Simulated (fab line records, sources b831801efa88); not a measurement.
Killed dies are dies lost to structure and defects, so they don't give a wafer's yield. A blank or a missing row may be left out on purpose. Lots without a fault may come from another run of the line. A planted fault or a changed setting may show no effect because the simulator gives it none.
Which tool did it? | flow gf180mcu | 14 lots, 42 wafers sampled, at 4 steps of a route of 602

WHAT THE GAUGES READ, wafer by wafer
The record holds no reading of a measuring or inspecting step that can be judged against a usual standard deviation.

WHICH TOOL RAN EACH LOT (tool, then ch and the chambers of the sampled wafers, then the start)
lot  | GF_NSD_STRIP_11                      | GF_SALICIDE_SPUTTER_02       | GF_M1_SPUTTER_00             | GF_M1_METAL_ETCH_16
L663 | plasma_asher-02 ch 0,1, day 13 09:47 | pvd_sputter-01, day 15 05:00 | pvd_sputter-04, day 16 05:37 | rie_metal-03 ch 0,1, day 17 04:01
L664 | plasma_asher-02 ch 0,1, day 13 18:44 | pvd_sputter-01, day 15 14:10 | pvd_sputter-04, day 16 14:47 | rie_metal-03 ch 0,1, day 17 13:38
L665 | plasma_asher-03 ch 0, day 13 23:59   | pvd_sputter-04, day 15 20:35 | pvd_sputter-03, day 16 21:23 | rie_metal-01 ch 0,1, day 17 19:47
L668 | plasma_asher-03 ch 0,1, day 15 11:29 | pvd_sputter-03, day 17 08:06 | pvd_sputter-02, day 18 08:53 | rie_metal-02 ch 0,1, day 19 08:32
L669 | plasma_asher-01 ch 0,1, day 15 18:08 | pvd_sputter-03, day 17 15:27 | pvd_sputter-04, day 18 16:53 | rie_metal-03 ch 0,1, day 19 17:08
L670 | plasma_asher-02 ch 0,1, day 16 00:44 | pvd_sputter-01, day 17 22:19 | pvd_sputter-04, day 19 00:31 | rie_metal-01 ch 0,1, day 20 01:02
L671 | plasma_asher-03 ch 0,1, day 16 03:41 | pvd_sputter-03, day 18 01:14 | pvd_sputter-02, day 19 03:31 | rie_metal-01 ch 0,1, day 20 04:43
L674 | plasma_asher-02 ch 0,1, day 17 11:14 | pvd_sputter-04, day 19 10:35 | pvd_sputter-02, day 20 13:47 | rie_metal-01 ch 0,1, day 21 13:58
L676 | plasma_asher-01 ch 0,1, day 17 21:58 | pvd_sputter-01, day 19 22:29 | pvd_sputter-04, day 21 00:56 | rie_metal-03 ch 0,1, day 22 00:44
L677 | plasma_asher-01 ch 0,1, day 18 06:40 | pvd_sputter-01, day 20 08:17 | pvd_sputter-04, day 21 11:14 | rie_metal-02 ch 0,1, day 22 11:22
L678 | plasma_asher-03 ch 0,1, day 18 17:35 | pvd_sputter-04, day 20 19:32 | pvd_sputter-04, day 21 22:17 | rie_metal-03 ch 1, day 22 21:50
L679 | plasma_asher-01 ch 0,1, day 18 22:04 | pvd_sputter-01, day 20 23:59 | pvd_sputter-03, day 22 02:23 | rie_metal-03 ch 1, day 23 01:49
L685 | plasma_asher-01 ch 0,1, day 21 01:37 | pvd_sputter-03, day 23 00:09 | pvd_sputter-02, day 24 00:41 | rie_metal-02 ch 0,1, day 24 22:41
L686 | plasma_asher-01 ch 0,1, day 21 06:01 | pvd_sputter-01, day 23 06:40 | pvd_sputter-04, day 24 07:38 | rie_metal-03 ch 0, day 25 05:25
- GF_NSD_STRIP_11: strips in O2/N2.
- GF_SALICIDE_SPUTTER_02: material Co, target thk 10 nm, time 20 s.
- GF_M1_SPUTTER_00: material Ti, target thk 37.5 nm, time 150 s.
- GF_M1_METAL_ETCH_16: etches the open film in Cl2/BCl3, stops on SiO2, target depth 627.5 nm, time 104.6 s.

WHAT THE TOOLS THEMSELVES READ (means of the sampled wafers that have a number; where no wafer has one, the mark that the record gives instead)
GF_NSD_STRIP_11.
lot  | tool            | drypump_motor_current_A (A) | heater_power_w (W) | oes_product_au (a.u.) | strip_time_to_endpoint_s (s)
L663 | plasma_asher-02 | 5.89                        | 285                | 0.486                 | 22.981
L664 | plasma_asher-02 | 5.76                        | 294                | 0.486                 | 23.004
L665 | plasma_asher-03 | 5.80                        | 261                | 0.487                 | 22.932
L668 | plasma_asher-03 | 5.99                        | 302                | 0.486                 | 22.946
L669 | plasma_asher-01 | 5.95                        | 345                | 0.482                 | 22.957
L670 | plasma_asher-02 | 5.86                        | 279                | 0.487                 | 22.989
L671 | plasma_asher-03 | 5.97                        | 298                | 0.483                 | 22.983
L674 | plasma_asher-02 | 5.76                        | 290                | 0.487                 | 22.938
L676 | plasma_asher-01 | 5.94                        | 341                | 0.488                 | 22.972
L677 | plasma_asher-01 | 5.90                        | 378                | 0.489                 | 22.925
L678 | plasma_asher-03 | 5.83                        | 278                | 0.488                 | 22.989
L679 | plasma_asher-01 | 5.94                        | 347                | 0.489                 | 22.974
L685 | plasma_asher-01 | 5.90                        | 381                | 0.485                 | 22.933
L686 | plasma_asher-01 | 5.92                        | 373                | 0.480                 | 22.982

GF_SALICIDE_SPUTTER_02.
lot  | tool           | cathode_dc_power_W (W) | chamber_pressure_pa (Pa) | throttle_valve_pct (%)
L663 | pvd_sputter-01 | 1000.01                | 0.3992                   | 30.0
L664 | pvd_sputter-01 | 1000.01                | 0.4002                   | 29.1
L665 | pvd_sputter-04 | 999.81                 | 0.3995                   | 29.1
L668 | pvd_sputter-03 | 1000.00                | 0.4002                   | 29.4
L669 | pvd_sputter-03 | 1000.17                | 0.4008                   | 29.8
L670 | pvd_sputter-01 | 1000.11                | 0.4001                   | 29.6
L671 | pvd_sputter-03 | 1000.00                | 0.4001                   | 29.9
L674 | pvd_sputter-04 | 1000.02                | 0.4002                   | 30.2
L676 | pvd_sputter-01 | 999.90                 | 0.3993                   | 29.4
L677 | pvd_sputter-01 | 999.98                 | 0.3989                   | 29.2
L678 | pvd_sputter-04 | 1000.13                | 0.3996                   | 30.3
L679 | pvd_sputter-01 | 999.97                 | 0.3995                   | 30.2
L685 | pvd_sputter-03 | 999.83                 | 0.3988                   | 30.3
L686 | pvd_sputter-01 | 999.87                 | 0.3988                   | 29.8

GF_M1_SPUTTER_00.
lot  | tool           | cathode_dc_power_W (W) | chamber_pressure_pa (Pa) | substrate_temp_c (C) | throttle_valve_pct (%)
L663 | pvd_sputter-04 | 3999.8                 | 1.997                    | 199.84               | 29.2
L664 | pvd_sputter-04 | 4000.1                 | 2.003                    | 200.06               | 28.0
L665 | pvd_sputter-03 | 4000.2                 | 2.001                    | 200.08               | 30.0
L668 | pvd_sputter-02 | 3999.5                 | 2.002                    | 200.02               | 30.6
L669 | pvd_sputter-04 | 3999.4                 | 1.998                    | 200.21               | 28.3
L670 | pvd_sputter-04 | 3999.2                 | 2.004                    | 199.96               | 29.5
L671 | pvd_sputter-02 | 3999.9                 | 1.996                    | 199.88               | 31.2
L674 | pvd_sputter-02 | 3999.1                 | 2.000                    | 199.95               | 30.4
L676 | pvd_sputter-04 | 3999.5                 | 1.998                    | 199.99               | 29.6
L677 | pvd_sputter-04 | -                      | -                        | -                    | -
L678 | pvd_sputter-04 | -                      | -                        | -                    | -
L679 | pvd_sputter-03 | 4000.7                 | 1.999                    | 200.01               | 30.2
L685 | pvd_sputter-02 | 3999.9                 | 2.001                    | 199.96               | 31.1
L686 | pvd_sputter-04 | 4000.5                 | 2.000                    | 200.18               | 29.1

GF_M1_METAL_ETCH_16.
lot  | tool         | drypump_motor_current_A (A) | he_backside_leak_sccm (sccm) | mfc_cl2_sccm (sccm) | oes_product_au (a.u.) | throttle_valve_pct (%)
L663 | rie_metal-03 | 5.53                        | 3.52                         | 80.13               | 0.968                 | 28.255
L664 | rie_metal-03 | 5.54                        | 3.50                         | 80.17               | 0.967                 | 28.260
L665 | rie_metal-01 | 5.59                        | 3.39                         | 79.88               | 0.969                 | 28.254
L668 | rie_metal-02 | 5.94                        | 3.47                         | 79.86               | 0.972                 | 28.253
L669 | rie_metal-03 | 5.55                        | 3.37                         | 80.14               | 0.968                 | 28.252
L670 | rie_metal-01 | 5.66                        | 3.41                         | 79.79               | 0.966                 | 28.256
L671 | rie_metal-01 | 5.60                        | 3.56                         | 79.55               | 0.963                 | 28.253
L674 | rie_metal-01 | 5.65                        | 3.32                         | 79.72               | 0.974                 | 28.249
L676 | rie_metal-03 | 5.69                        | 3.27                         | 80.05               | 0.968                 | 28.252
L677 | rie_metal-02 | 5.81                        | 3.46                         | 79.83               | 0.990                 | 28.238
L678 | rie_metal-03 | 5.41                        | 3.36                         | 80.03               | 0.996                 | 28.218
L679 | rie_metal-03 | 5.40                        | 3.55                         | 79.81               | 0.970                 | 28.260
L685 | rie_metal-02 | 5.98                        | 3.59                         | 80.08               | 0.980                 | 28.250
L686 | rie_metal-03 | 5.81                        | 3.24                         | 79.96               | 0.972                 | 28.255

THE ANSWER, worked out from the rows above alone
Rule: what is usual is taken from the lots themselves. Put in order of their means at a reading, lots are off if they are a third of the lots or fewer, leave a main group of 4 or more, and stand apart from it by a gap of 3 or more times the standard deviation of the main group's means; of several such gaps the widest counts. A main group whose means are all the same, to the digits that the tables above print for the reading, isn't used. A lot without any number at a reading at which 4 lots or more have one is off too. The other lots that the step has rows for count as sound. The gauges are gone through in route order, then the tools' own readings, and for those a lot's mean is taken as printed above. The first step at which some lot is off is used, and at that step the reading that is off furthest; a lot without a number counts as furthest.
Off: L677, L678, at GF_M1_SPUTTER_00 (cathode_dc_power_W). Without a number there: L677, L678. The main group: mean 3999.8 W, standard deviation 0.48.
A tool fits if, at that step or a process step before it, it ran every lot that is off, and no sound lot after the first of them. None of those tried fits.

WHAT THE SIMULATOR HAD PUT IN
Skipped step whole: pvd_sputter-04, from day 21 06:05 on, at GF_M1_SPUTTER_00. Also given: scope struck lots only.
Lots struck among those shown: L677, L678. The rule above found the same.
